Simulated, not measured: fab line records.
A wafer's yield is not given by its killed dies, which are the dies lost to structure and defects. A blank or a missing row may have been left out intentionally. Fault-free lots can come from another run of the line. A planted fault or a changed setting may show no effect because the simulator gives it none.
A struck lot beside a sound one | flow sky130 | 15 steps out of a route of 708
Sound: the wafers L100.2, L100.3, L100.4. Wafers L103.1, L103.2, L103.4 were the ones struck. The cause is named last.
Each step with rows lists, per side, the tool, then ch with its chambers, then its first start. Under that, the readings that differ: sound wafers | struck wafers | difference of the means | sigmas: that difference in standard deviations of wafers without a fault.
alike: readings whose means differ by less than 2 such deviations, and words and numbers that are the same on both sides. not compared: withheld readings, readings that some wafer has no value for, bounds like >300 that may hide the same value, and numbers for which the record gives no deviation and whose values overlap.
Wherever a step has rows on one side only, a row that says differs or no value, or a row with sigmas, the two part there. Numbers that don't overlap but have no deviation are shown without sigmas and don't part them. A reading missing from all wafers of one side parts the sides only when that side holds two or more wafers.

first, 6 steps without rows for these wafers: SKY_GATE_OXIDE_HMDS_04 (prime time 60 s); SKY_GATE_OXIDE_COAT_05 (resist thk 1140 nm); SKY_GATE_OXIDE_SOFTBAKE_06 (time 60 s); SKY_GATE_OXIDE_EXPOSE_07 (exposes mask LVOM, target cd 600 nm); SKY_GATE_OXIDE_PEB_08; SKY_GATE_OXIDE_DEVELOP_09 (develop time 60 s).
SKY_GATE_OXIDE_OVL_MEAS_10:
  sound on overlay-01, day 17 20:17; struck on overlay-01, day 18 13:15
  alike: GATE_OXIDE_OVL
then, 2 steps without rows for these wafers: SKY_GATE_OXIDE_IMPLANT_11; SKY_GATE_OXIDE_WET_ETCH_12 (etches SiO2 in dHF, target depth 16.8 nm, time 336 s).
SKY_GATE_OXIDE_STRIP_13: strips in O2/N2.
  sound on plasma-asher-02 ch 0,1, day 17 20:34; struck on plasma-asher-02 ch 0,1, day 18 13:32
  alike: drypump-motor-current-A, oes-product-au, strip-time-to-endpoint-s
  not compared: rf-hours-counter-h
SKY_GATE_OXIDE_TW_MEAS_14:
  sound on film-metro-02, day 17 20:41; struck on film-metro-04, day 18 13:38
  alike: GATE_OXIDE_TW
then, 1 step without rows for these wafers: SKY_GATE_OXIDE_CLEAN_15 (cleans in SC1/SC2, time 150 s).
SKY_GATE_OXIDE_OXIDATION_16: stabilise 600 s, purge 300 s, target thk 3.57 nm.
  sound on furnace-02 ch 0, day 17 20:47; struck on furnace-01 ch 0, day 18 13:44
  reading                | sound                | struck               | difference | sigmas
  spike-tc-bottom-C (C)  | 822 823 822          | 807 808 806          | -15        | -5
  spike-tc-centre-C (C)  | 800.4 801.7 801.9    | 792.0 792.9 792.7    | -8.8       | -8
  spike-tc-lower-C (C)   | 802.5 800.6 801.4    | 788.5 789.5 788.6    | -12.6      | -8
  spike-tc-upper-C (C)   | 802.0 800.4 799.5    | 791.3 792.6 791.6    | -8.8       | -7
  tube-center-temp-C (C) | 800.08 799.98 799.99 | 791.07 791.07 790.91 | -9.00      | -99 or more
  tube_center_temp_C_max | 801.9 802.1 801.8    | 793.0 793.0 792.8    | -9.0       | -25
  alike: spike-tc-top-C, zone-power-bottom-pct
then, 1 step without rows for these wafers: SKY_POLY_GATE_CVD_00 (deposits poly-Si, target thk 180 nm, time 720 s).
-- here the record skips 30 days between the struck wafers' starts before and after, leaving off in module POLY_GATE and picking up in module PAD_OPEN (first step shown: number 708 of the route) --
SKY_PAD_OPEN_PROBE_99:
  sound on prober-01, day 48 11:35; struck on prober-02, day 49 00:01
  reading                                     | sound                | struck               | difference | sigmas
  model.etest.nfet_01v8_lvt.drive-ua-um       | 596.8 586.4 593.5    | 602.3 612.6 617.5    | +18.6      |
  model.etest.nfet_01v8_turned.drive-ua-um    | 519.6 519.9 524.8    | 539.8 545.1 545.9    | +22.2      |
  model.etest.nfet_01v8_swapped.drive-ua-um   | 519.3 521 525.3      | 536.1 542.8 540.3    | +17.9      |
  model.etest.nfet_01v8.drive-ua-um           | 515.3 518.7 527.6    | 540.7 545.1 546.2    | +23.5      |
  model.etest.sram-nfet-pass.drive-ua-um      | 482.6 500.3 505      | 513.7 522.1 537.6    | +28.5      |
  model.etest.cap-thin-oxide.gate-log10-a-cm2 | -6.809 -6.739 -6.775 | -6.097 -5.907 -6.034 | +0.762     |
  alike: killed_at_M0_to_M3, killed_at_M4_up, killed-at-contacts, killed-at-front-end, killed-at-other, killed-dies, killed-open, killed-short
  not compared: model.etest.nfet_01v8.r-on-ohm-um, model.etest.pfet_01v8_lvt.drive-ua-um

WHERE THEY PART
Only at SKY_GATE_OXIDE_OXIDATION_16, as far as this record shows. Later steps at which nothing parts them and some readings are alike: SKY_PAD_OPEN_PROBE_99.

WHY: what the simulator had put in
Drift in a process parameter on furnace-01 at SKY_GATE_OXIDE_OXIDATION_16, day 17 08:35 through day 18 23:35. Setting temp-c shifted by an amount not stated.
